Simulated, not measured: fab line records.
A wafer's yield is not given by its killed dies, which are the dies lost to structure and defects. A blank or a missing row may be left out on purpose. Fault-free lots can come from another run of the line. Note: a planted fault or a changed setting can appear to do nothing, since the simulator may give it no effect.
Which tool did it? -- flow sky130 -- 12 lots with 36 wafers sampled at 4 steps, on a route of 708 steps

WHAT EACH GAUGE READ, for each wafer
SKY_CONTACT_RS_MEAS_25: a four-point-probe measurement. Usual: CONTACT_W_RS 0.341 ohm/sq, standard deviation 0.0032.
lot,measured,on,CONTACT_W_RS (ohm/sq),flag
L439,day 32 12:22,filmMetro-03,0.344 0.345 0.341,
L440,day 32 18:00,filmMetro-01,0.343 0.347 0.346,
L441,day 33 09:47,filmMetro-03,0.341 0.341 0.342,
L442,day 33 16:47,filmMetro-02,0.338 0.341 0.333,
L444,day 34 04:21,filmMetro-02,0.340 0.345 0.339,
L445,day 34 14:44,filmMetro-01,0.338 0.344 0.342,
L448,day 35 16:41,filmMetro-02,0.347 0.340 0.342,
L450,day 35 22:55,filmMetro-02,0.342 0.338 0.340,
L451,day 36 19:56,filmMetro-03,0.344 0.344 0.340,
L452,day 37 03:46,filmMetro-01,0.346 0.344 0.347,
L460,day 39 04:43,filmMetro-03,0.343 0.340 0.339,
L459,day 39 08:04,filmMetro-02,0.338 0.338 0.336,

EACH LOT AND THE TOOL THAT RAN IT (in order: tool; ch and the chambers of the sampled wafers; start)
lot,SKY_LI_CONTACT_SPUTTER_19,SKY_CONTACT_ETCH_18,SKY_CONTACT_STRIP_19
L439,"pvdSputter-03, day 30 00:52","rieDiel-04 ch 1,3, day 32 11:00","plasmaAsher-03 ch 0,1, day 32 11:14"
L440,"pvdSputter-03, day 30 07:07","rieDiel-02 ch 0,2,3, day 32 17:00","plasmaAsher-04 ch 0,1, day 32 17:14"
L441,"pvdSputter-01, day 30 23:21","rieDiel-04 ch 1,2, day 33 08:00","plasmaAsher-04 ch 0,1, day 33 08:56"
L442,"pvdSputter-01, day 31 06:20","rieDiel-04 ch 0,1, day 33 15:00","plasmaAsher-02 ch 0,1, day 33 15:58"
L444,"pvdSputter-01, day 31 18:33","rieDiel-02 ch 1,2, day 34 03:00","plasmaAsher-03 ch 0,1, day 34 03:34"
L445,"pvdSputter-03, day 32 05:33","rieDiel-04 ch 0,2, day 34 13:00","plasmaAsher-04 ch 0,1, day 34 13:58"
L448,"pvdSputter-02, day 33 07:27","rieDiel-04 ch 1,3, day 35 15:00","plasmaAsher-02 ch 0,1, day 35 15:49"
L450,"pvdSputter-03, day 33 14:28","rieDiel-04 ch 0,2, day 35 22:00","plasmaAsher-04 ch 0,1, day 35 22:08"
L451,"pvdSputter-03, day 34 11:48","rieDiel-04 ch 0,1,2, day 36 19:00","plasmaAsher-03 ch 0,1, day 36 19:10"
L452,"pvdSputter-01, day 34 19:29","rieDiel-02 ch 1,3, day 37 02:00","plasmaAsher-03 ch 0,1, day 37 02:59"
L460,"pvdSputter-03, day 36 21:45","rieDiel-03 ch 0,1,2, day 39 03:00","plasmaAsher-02 ch 0,1, day 39 03:56"
L459,"pvdSputter-01, day 37 01:35","rieDiel-02 ch 1,2,3, day 39 07:00","plasmaAsher-02 ch 0,1, day 39 07:14"
- SKY_LI_CONTACT_SPUTTER_19: material Ti, target thk 20 nm, time 106.37 s.
- SKY_CONTACT_ETCH_18: etches Si3N4 in CHF3/O2, stops on TiN, time 39 s, target depth 75 nm.
- SKY_CONTACT_STRIP_19: strips in O2/N2.

WHAT THE TOOLS THEMSELVES READ (means of the sampled wafers that have a number; where no wafer has one, the mark that the record gives instead)
SKY_LI_CONTACT_SPUTTER_19. Usual: 29.7 % for throttleValvePct, sd 1.1.
lot,tool,throttleValvePct (%),flag
L439,pvdSputter-03,29.0,
L440,pvdSputter-03,29.0,
L441,pvdSputter-01,29.8,
L442,pvdSputter-01,30.0,
L444,pvdSputter-01,29.9,
L445,pvdSputter-03,29.2,
L448,pvdSputter-02,30.3,
L450,pvdSputter-03,28.9,
L451,pvdSputter-03,29.8,
L452,pvdSputter-01,29.5,
L460,pvdSputter-03,28.8,
L459,pvdSputter-01,30.2,

SKY_CONTACT_ETCH_18. Usual: drypumpMotorCurrentA 5.7 A, standard deviation 0.48; oesProductAu 0.854 a.u., standard deviation 0.0079; throttleValvePct 8.793 %, standard deviation 0.0099.
lot,tool,drypumpMotorCurrentA (A),oesProductAu (a.u.),throttleValvePct (%),flag
L439,rieDiel-04,5.7,0.856,8.795,
L440,rieDiel-02,5.4,0.852,8.791,
L441,rieDiel-04,5.5,0.855,8.799,
L442,rieDiel-04,5.2,0.854,8.787,
L444,rieDiel-02,6.1,0.860,8.797,
L445,rieDiel-04,5.5,0.852,8.790,
L448,rieDiel-04,6.1,0.854,8.797,
L450,rieDiel-04,5.5,0.844,8.782,
L451,rieDiel-04,5.4,0.852,8.797,
L452,rieDiel-02,5.4,0.856,8.793,
L460,rieDiel-03,5.7,0.851,8.792,
L459,rieDiel-02,5.7,0.856,8.794,

SKY_CONTACT_STRIP_19. Usual: drypumpMotorCurrentA 5.5 A, standard deviation 0.49; n2FlowSccm 300.0 sccm, standard deviation 0.93; oesProductAu 0.381 a.u., standard deviation 0.0045; stripTimeToEndpointS 3.62 s, standard deviation 0.035.
lot,tool,drypumpMotorCurrentA (A),n2FlowSccm (sccm),oesProductAu (a.u.),stripTimeToEndpointS (s),flag
L439,plasmaAsher-03,6.2,299.9,0.381,3.65,
L440,plasmaAsher-04,5.1,299.6,0.383,3.61,
L441,plasmaAsher-04,5.0,300.8,0.381,3.65,
L442,plasmaAsher-02,5.4,299.9,0.381,3.65,
L444,plasmaAsher-03,6.2,299.8,0.380,3.62,
L445,plasmaAsher-04,5.1,300.2,0.382,3.64,
L448,plasmaAsher-02,5.4,299.5,0.381,3.63,
L450,plasmaAsher-04,5.1,300.2,0.384,3.77,OFF
L451,plasmaAsher-03,6.0,299.9,0.384,3.73,OFF
L452,plasmaAsher-03,6.0,300.7,0.384,3.61,
L460,plasmaAsher-02,5.4,299.0,0.379,3.60,
L459,plasmaAsher-02,5.4,300.0,0.382,3.59,

THE ANSWER, worked out from the rows above alone
Rule: a lot counts as off when the mean over its wafers that have a number is more than 3 standard deviations away from the usual mean. A lot without any number at a reading at which 4 lots or more have one is off too. Any other lot the step has rows for is counted as sound. The gauges are gone through in route order, then the tools' own readings, and for those a lot's mean is taken as printed above. At the first step where some lot is off, the reading lying furthest off is the one used; lots without a number count as furthest.
Off at SKY_CONTACT_STRIP_19 (stripTimeToEndpointS): L450, L451.
If a tool, at that step or one of the process steps before it, ran each lot that is off and ran no sound lot following the first of them, it fits. One candidate fits, namely rieDiel-04 at SKY_CONTACT_ETCH_18. Its last sound lot is L448 (day 35 15:00), its first lot that is off L450 (day 35 22:00): a fault that began between those two fits.

WHAT THE SIMULATOR HAD PUT IN
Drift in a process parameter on rieDiel-04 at SKY_CONTACT_ETCH_18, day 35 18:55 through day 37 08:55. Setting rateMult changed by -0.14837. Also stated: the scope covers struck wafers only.
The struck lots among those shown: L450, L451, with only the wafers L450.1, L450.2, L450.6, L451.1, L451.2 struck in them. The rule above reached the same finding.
